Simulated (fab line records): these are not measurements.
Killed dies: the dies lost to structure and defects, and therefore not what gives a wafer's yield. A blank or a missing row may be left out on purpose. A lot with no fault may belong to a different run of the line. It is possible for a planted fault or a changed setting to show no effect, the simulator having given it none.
fab line records	flow sky130
record: lots: 6	wafers: 18	last-day: 50
route steps=708 shown FIELD_ISO@3
lots that met no fault: taken from a fault-free run of the same line
start-h: hours from the record's opening day to when the first of the lot's shown wafers began	wait-h: time in hours since the lot's previous step	" repeats the value in the row above	L1.1+2: one row covering several wafers at once	- no value, or no start given	* or withheld: withheld	< > ~ a bound
route shown NAME@n: a module of which the file shows steps, and the number in the route of the first	usual: the fault-free wafers' mean and standard deviation	same: alike in all rows	chamber/n: place in a boat	sites: the reading at each site	_std_site: standard deviation across them	_edge_site: mean of outer sites minus mean of inner sites	radius-mm: how far each site lies from the wafer's centre	mask NAME#n: copy n	behind: the most recent tool/chamber to have shaped the wafer	hold: reason for holding the lot/hours on hold/outcome of the hold	device: the transistor (n, p or np) that didn't switch	end of line: at the end of the route, the tests of the same wafers	for a step that has no rows: nothing shown but its recipe	killed: dies that structure and defects cost at the first sort, which is not the same as the wafer's yield	map: the dies of a wafer, with x for killed, . for not killed, _ for no die there
set.NAME: setting as actually run; set.NAME@STEP: the setting as run at that earlier step	model.NAME: the simulator's own value behind a step, which no gauge read
a table for each step, a row for each wafer; lots at some steps of the route
services: the hour from which a tool's chamber was out of use, counted from the record's first day as start-h (under 0 if before that day), plus the number of hours and why
== steps ==
step: SKY_FIELD_ISO_THK_MEAS_02
recipe: reads: SiO2_of_FIELD_ISO_OXIDATION_01
usual: FIELD_ISO_OXIDATION_00_THK: 11.90/0.23
lot.wafer	tool	chamber	start-h	wait-h	FIELD_ISO_OXIDATION_00_THK[nm]
L991.2	film-metro-03	-	36.64	0.0	12.13
L991.4	"	-	"	"	11.73
L991.5	"	-	"	"	11.94
L996.1	film-metro-02	-	64.16	0.0	12.05
L996.2	"	-	"	"	12.12
L996.6	"	-	"	"	12.18
L103.4	film-metro-03	-	96.66	0.0	12.14
L103.5	"	-	"	"	12.03
L103.6	"	-	"	"	11.96
L104.1	film-metro-02	-	103.74	0.0	12.22
L104.4	"	-	"	"	12.28
L104.6	"	-	"	"	12.27
L105.2	film-metro-01	-	109.07	0.0	12.03
L105.4	"	-	"	"	12.05
L105.6	"	-	"	"	12.00
L108.2	film-metro-03	-	122.99	0.0	12.18
L108.3	"	-	"	"	12.30
L108.6	"	-	"	"	12.15
step: SKY_FIELD_ISO_CVD_03
recipe: material: Si3N4	precursor: DCS/NH3	target-thk-nm: 165	temp-c: 770	time-s: 2830	pressure-mtorr: 245.8
step: SKY_FIELD_ISO_THK_MEAS_04
recipe: reads: Si3N4_of_FIELD_ISO_CVD_03
usual: FIELD_ISO_CVD_03_THK: 164.4/1.8
lot.wafer	tool	chamber	start-h	wait-h	FIELD_ISO_CVD_03_THK[nm]
L991.2	film-metro-03	-	39.61	0.0	163.6
L991.4	"	-	"	"	163.4
L991.5	"	-	"	"	163.4
L996.1	film-metro-02	-	66.30	0.0	165.3
L996.2	"	-	"	"	167.8
L996.6	"	-	"	"	166.4
L103.4	film-metro-02	-	99.25	0.0	164.5
L103.5	"	-	"	"	165.1
L103.6	"	-	"	"	164.3
L104.1	film-metro-01	-	105.59	0.0	167.4
L104.4	"	-	"	"	166.1
L104.6	"	-	"	"	165.8
L105.2	film-metro-03	-	110.92	0.0	161.6
L105.4	"	-	"	"	162.5
L105.6	"	-	"	"	162.3
L108.2	film-metro-03	-	124.83	0.0	164.3
L108.3	"	-	"	"	163.1
L108.6	"	-	"	"	162.9
step: SKY_FIELD_ISO_DEHYDRATE_05
recipe: temp-c: 200	time-s: 60
step: SKY_FIELD_ISO_HMDS_06
recipe: prime-time-s: 60	prime-temp-c: 120
step: SKY_FIELD_ISO_COAT_07
recipe: resist: BARC	temp-c: withheld	time-s: withheld	spin-rpm: 3000	resist-thk-nm: 60
step: SKY_FIELD_ISO_COAT_08
recipe: resist: KrF-thick	spin-rpm: 3000	resist-thk-nm: 450
step: SKY_FIELD_ISO_SOFTBAKE_09
recipe: temp-c: 100	time-s: 90	resist: KrF-thick
step: SKY_FIELD_ISO_EXPOSE_10
recipe: mask-id: FOM	na: 0.68	source-shape: annular	sigma-inner: 0.4	sigma-outer: 0.8	target-cd-nm: 150	dose-mj: 28
step: SKY_FIELD_ISO_PEB_11
recipe: peb-temp-c: withheld	peb-time-s: withheld	resist: KrF-thick
step: SKY_FIELD_ISO_DEVELOP_12
recipe: develop-time-s: 60	resist: KrF-thick	dev-temp-c: 21
step: SKY_FIELD_ISO_CD_MEAS_13
recipe: target-cd-nm: 150
usual: cd-nm: 150.5/1.8
lot.wafer	tool	chamber	start-h	wait-h	cd-nm
L991.2	cd-sem-01	-	55.49	-	153.6
L991.4	"	-	"	"	151.5
L991.5	"	-	"	"	153.3
L996.1	cd-sem-01	-	83.12	-	149.3
L996.2	"	-	"	"	151.3
L996.6	"	-	"	"	150.4
L103.4	cd-sem-01	-	116.53	-	148.1
L103.5	"	-	"	"	148.8
L103.6	"	-	"	"	146.6
L104.1	cd-sem-01	-	123.70	-	152.6
L104.4	"	-	"	"	151.0
L104.6	"	-	"	"	151.4
L105.2	cd-sem-01	-	128.45	-	150.3
L105.4	"	-	"	"	150.2
L105.6	"	-	"	"	150.6
L108.2	cd-sem-01	-	143.89	-	151.9
L108.3	"	-	"	"	150.7
L108.6	"	-	"	"	152.4
step: SKY_FIELD_ISO_ETCH_14
recipe: chemistry: N2/H2	target: BARC	ion-energy-ev: 200	source-w: 500	bias-w: 100	pressure-mtorr: 30	n2-flow-sccm: 100	h2-flow-sccm: 200	stop-on: SiO2	time-s: 45.9	target-depth-a: 600
usual: drypump-motor-current-A: 5.8/0.46	oes-product-au: 0.855/0.0045	run-length-s: 74.3/0.42	throttle-valve-pct: 13.226/0.009
lot.wafer	tool	chamber	start-h	wait-h	drypump-motor-current-A	oes-product-au	rf-hours-counter-h	run-length-s	throttle-valve-pct	model.etch.depth-nm	model.KrF-thick_of_FIELD_ISO_COAT_08.thk-nm	model.FIELD_ISO.cd-nm
L991.2	rie-diel-04	0	55.59	0.1	5.1	0.856	158	74.0	13.232	60.37	393.7	152.7
L991.4	"	2	"	"	5.6	0.857	43	73.4	13.228	60.27	393.1	151.7
L991.5	"	2	"	"	5.6	0.856	-	73.5	13.227	60.14	392.4	153.9
L996.1	rie-diel-02	3	83.24	0.1	5.9	0.858	16	74.6	13.239	60.02	391.8	148
L996.2	"	1	"	"	6.7	0.860	118	74.4	13.227	60.07	394.2	152.2
L996.6	"	3	"	"	5.9	0.857	-	74.7	13.226	60.02	392.6	149.8
L103.4	rie-diel-02	0	116.59	0.0	5.5	0.995	48	47.4	13.246	32.42	417.5	152.3
L103.5	"	0	"	"	5.5	0.994	-	47.1	13.260	32.28	415.9	153.2
L103.6	"	1	"	"	6.7	0.852	-	74.5	13.230	59.95	391.9	148.4
L104.1	rie-diel-02	3	123.82	0.1	5.9	0.847	17	74.6	13.230	60.04	390.5	152
L104.4	"	0	"	"	5.5	0.999	49	47.0	13.244	32.51	417.7	155.2
L104.6	"	0	"	"	5.5	1.002	-	47.1	13.229	32.55	417.6	156
L105.2	rie-diel-01	3	128.55	0.1	5.5	0.847	134	74.4	13.224	60.16	391.1	149.3
L105.4	"	1	"	"	5.6	0.860	79	74.2	13.225	60.29	388.9	150.2
L105.6	"	2	"	"	5.0	0.850	-	74.8	13.223	60.01	391.5	151.5
L108.2	rie-diel-01	3	143.99	0.1	5.4	0.855	135	74.7	13.236	60.07	392.7	151.7
L108.3	"	2	"	"	5.0	0.864	2	74.4	13.244	59.98	391.9	151.4
L108.6	"	3	"	"	5.4	0.845	-	74.4	13.228	59.91	391.7	151.8
step: SKY_FIELD_ISO_ETCH_15
recipe: chemistry: CHF3/O2	target-depth-nm: 180	stop-on: Si	source-w: 600	bias-w: 200	pressure-mtorr: 40	chf3-flow-sccm: 50	O2_flow_sccm: 5	time-s: 72
usual: drypump-motor-current-A: 5.8/0.47	oes-product-au: 0.944/0.0076	run-length-s: 100.4/0.41	throttle-valve-pct: 8.843/0.0085
lot.wafer	tool	chamber	start-h	wait-h	drypump-motor-current-A	oes-product-au	rf-hours-counter-h	run-length-s	throttle-valve-pct	model.KrF-thick_of_FIELD_ISO_COAT_08.thk-nm
L991.2	rie-diel-04	0	55.64	0.0	5.1	0.944	158	100.2	8.844	235.7
L991.4	"	2	"	"	5.6	0.942	43	99.8	8.840	233.9
L991.5	"	2	"	"	5.6	0.935	-	99.6	8.852	232.1
L996.1	rie-diel-02	3	83.29	0.0	6.0	0.949	16	100.5	8.851	231.6
L996.2	"	1	"	"	6.7	0.949	118	100.7	8.862	237.4
L996.6	"	3	"	"	6.0	0.959	-	100.4	8.837	232.1
L103.4	rie-diel-02	0	116.63	0.0	5.5	0.371	48	99.9	8.669	260
L103.5	"	0	"	"	5.5	0.375	-	100.0	8.679	257.7
L103.6	"	1	"	"	6.7	0.940	-	100.5	8.844	235.2
L104.1	rie-diel-02	3	123.86	0.0	5.9	0.944	17	100.5	8.846	231
L104.4	"	0	"	"	5.5	0.369	49	100.0	8.670	262.7
L104.6	"	0	"	"	5.5	0.370	-	100.1	8.657	262.6
L105.2	rie-diel-01	3	128.59	0.0	5.3	0.933	134	100.5	8.845	234.4
L105.4	"	1	"	"	5.6	0.939	79	100.2	8.841	228.2
L105.6	"	2	"	"	5.0	0.937	-	100.5	8.836	232.4
L108.2	rie-diel-01	3	144.03	0.0	5.4	0.937	135	100.4	8.850	237.9
L108.3	"	2	"	"	5.0	0.938	2	100.6	8.832	235.6
L108.6	"	3	"	"	5.4	0.941	-	100.7	8.846	235.9
step: SKY_FIELD_ISO_STRIP_16
recipe: chemistry: O2/N2	power-w: 1400	pressure-mtorr: 1500	platen-temp-c: withheld	o2-flow-sccm: 3000	n2-flow-sccm: 300	overash-fraction: 0.5
usual: drypump-motor-current-A: 5.5/0.56	oes-product-au: 0.376/0.0055	strip-time-to-endpoint-s: 3.52/0.048
lot.wafer	tool	chamber	start-h	wait-h	drypump-motor-current-A	oes-product-au	rf-hours-counter-h	strip-time-to-endpoint-s
L991.2	plasma-asher-02	0	55.69	0.0	4.9	0.372	36	3.53
L991.4	"	1	"	"	5.6	0.377	-	3.53
L991.5	"	1	"	"	5.5	0.374	-	3.50
L996.1	plasma-asher-01	0	83.34	0.0	6.6	0.372	40	3.50
L996.2	"	1	"	"	5.5	0.388	40	3.55
L996.6	"	0	"	"	6.6	0.362	-	3.50
L103.4	plasma-asher-02	0	116.72	0.1	4.9	0.391	-	3.78
L103.5	"	1	"	"	5.6	0.395	-	3.76
L103.6	"	0	"	"	4.9	0.378	-	3.52
L104.1	plasma-asher-03	0	123.92	0.0	6.1	0.378	32	3.49
L104.4	"	1	"	"	5.1	0.393	-	3.81
L104.6	"	0	"	"	6.1	0.394	-	3.82
L105.2	plasma-asher-03	0	128.65	0.0	6.1	0.377	32	3.52
L105.4	"	0	"	"	6.1	0.368	-	3.47
L105.6	"	1	"	"	5.1	0.375	-	3.50
L108.2	plasma-asher-03	0	144.09	0.0	6.1	0.378	34	3.58
L108.3	"	0	"	"	6.1	0.382	-	3.53
L108.6	"	1	"	"	5.1	0.381	-	3.56
step: SKY_FIELD_ISO_ETCH_17
recipe: target-depth-a: 3420	mask-material: Si3N4	chemistry: HBr/Cl2/O2	target: Si	taper-deg: 5	icp-w: 600	bias-w: 150	pressure-mtorr: 15	HBr_flow_sccm: 150	Cl2_flow_sccm: 40	O2_flow_sccm: 6	time-s: 101.3
usual: drypump-motor-current-A: 5.8/0.33	oes-product-au: 1.000/0.018	run-length-s: 131.29/0	throttle-valve-pct: 25.657/0.014
lot.wafer	tool	chamber	start-h	wait-h	drypump-motor-current-A	oes-product-au	rf-hours-counter-h	run-length-s	throttle-valve-pct	model.FIELD_ISO.cd-nm
L991.2	rie-si-01	3	55.79	0.1	6.1	1.019	20	131.29	25.657	152.2
L991.4	"	0	"	"	5.3	1.029	46	131.29	25.650	153.8
L991.5	"	1	"	"	6.0	0.974	-	131.29	25.666	156.9
L996.1	rie-si-02	3	83.44	0.1	5.5	0.993	67	131.29	25.658	149.4
L996.2	"	0	"	"	6.0	1.009	105	131.29	25.646	156.3
L996.6	"	0	"	"	6.0	0.992	-	131.29	25.654	150.9
L103.4	rie-si-01	3	116.79	0.0	6.1	1.019	20	131.29	25.638	152.9
L103.5	"	2	"	"	5.7	0.988	-	131.29	25.656	154.1
L103.6	"	3	"	"	6.1	1.024	-	131.29	25.651	151
L104.1	rie-si-01	0	124.02	0.1	5.4	1.009	46	131.29	25.640	151.8
L104.4	"	1	"	"	6.1	0.970	115	131.29	25.674	156.1
L104.6	"	2	"	"	5.7	0.999	-	131.29	25.647	156.7
L105.2	rie-si-02	3	128.75	0.1	5.5	1.004	67	131.29	25.663	148.4
L105.4	"	0	"	"	6.0	0.997	105	131.29	25.653	148.2
L105.6	"	2	"	"	6.2	0.986	-	131.29	25.681	150.4
L108.2	rie-si-02	2	144.19	0.1	6.2	0.997	135	131.29	25.654	151.1
L108.3	"	1	"	"	5.3	1.024	20	131.29	25.649	151.6
L108.6	"	3	"	"	5.5	0.990	-	131.29	25.651	150.9
step: SKY_FIELD_ISO_WET_ETCH_18
recipe: chemistry: H3PO4	target-depth-nm: 25	temp-c: 160	target: Si3N4	time-s: 286
== services ==
tool	chamber	start-h	hours	kind
rie-diel-01	2	43.32	-	clean
rie-diel-01	2	43.32	18.0	scheduled-down
rie-diel-01	2	43.32	18.0	vent-cycle
rie-diel-01	3	53.16	8.4	repair
rie-diel-02	0	75.65	2.2	repair
plasma-asher-02	-	80.18	3.2	repair
rie-si-02	-	87.53	2.8	pm
plasma-asher-01	-	108.75	9.0	pm
plasma-asher-01	0	108.75	9.0	vent-cycle
plasma-asher-01	1	108.75	9.0	vent-cycle
rie-si-02	0	110.25	8.1	repair
plasma-asher-03	-	117.02	1.0	repair
plasma-asher-01	0	117.75	-	clean
plasma-asher-01	1	117.75	-	clean
rie-diel-04	0	131.47	-	clean
rie-diel-04	0	131.47	16.3	scheduled-down
rie-diel-04	0	131.47	16.3	vent-cycle
rie-diel-04	2	133.82	26.5	repair
== key ==
first-sign: step: SKY_FIELD_ISO_ETCH_14	reading: run-length-s	direction: down	sigmas: 64	usual: *	struck: *
effect: step: SKY_FIELD_ISO_ETCH_14	reading: oes-product-au	direction: up	sigmas: 32	usual: 0.855	struck: 0.998
effect: step: SKY_FIELD_ISO_ETCH_15	reading: oes-product-au	direction: down	sigmas: 75	usual: 0.944	struck: 0.371
effect: step: SKY_FIELD_ISO_STRIP_16	reading: strip-time-to-endpoint-s	direction: up	sigmas: 5.6	usual: *	struck: *
model-effect: step: SKY_FIELD_ISO_ETCH_14	value: etch.depth-nm	without: 59.99	struck: 32.44
model-effect: step: SKY_FIELD_ISO_ETCH_15	value: KrF-thick_of_FIELD_ISO_COAT_08.thk-nm	without: 235.4	struck: 260.8
model-effect: step: SKY_FIELD_ISO_ETCH_17	value: FIELD_ISO.cd-nm	without: 150	struck: 154.9
met-at SKY_FIELD_ISO_ETCH_14
struck-wafers L103.4,L103.5,L104.4,L104.6
later-rows-left-out L103.4,L103.5,L104.4,L104.6
sort-left-out L103.4,L103.5,L104.4,L104.6
tester-left-out L103,L104
fault: kind: process-parameter-drift	tool: rie-diel-02	chamber: 0	onset-h: 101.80	steps: SKY_FIELD_ISO_ETCH_14	channel: time-s	offset: *	shape: step	end-h: 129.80	acts-in: *	stated: *
tester-left-out: of these lots the tester's yield and bins aren't shown, on N5 and GAA mostly nor the transistor test; their killed dies are dies lost to structure and defects alone, not to doping, threshold or leakage, so they don't give the yield
sort-left-out: the simulated sort isn't trusted on such a fault, so these wafers' sort isn't shown, and their yield isn't known
later-rows-left-out: the simulator's readings of these wafers behind a module that went badly wrong aren't trusted and aren't shown, but for the sort
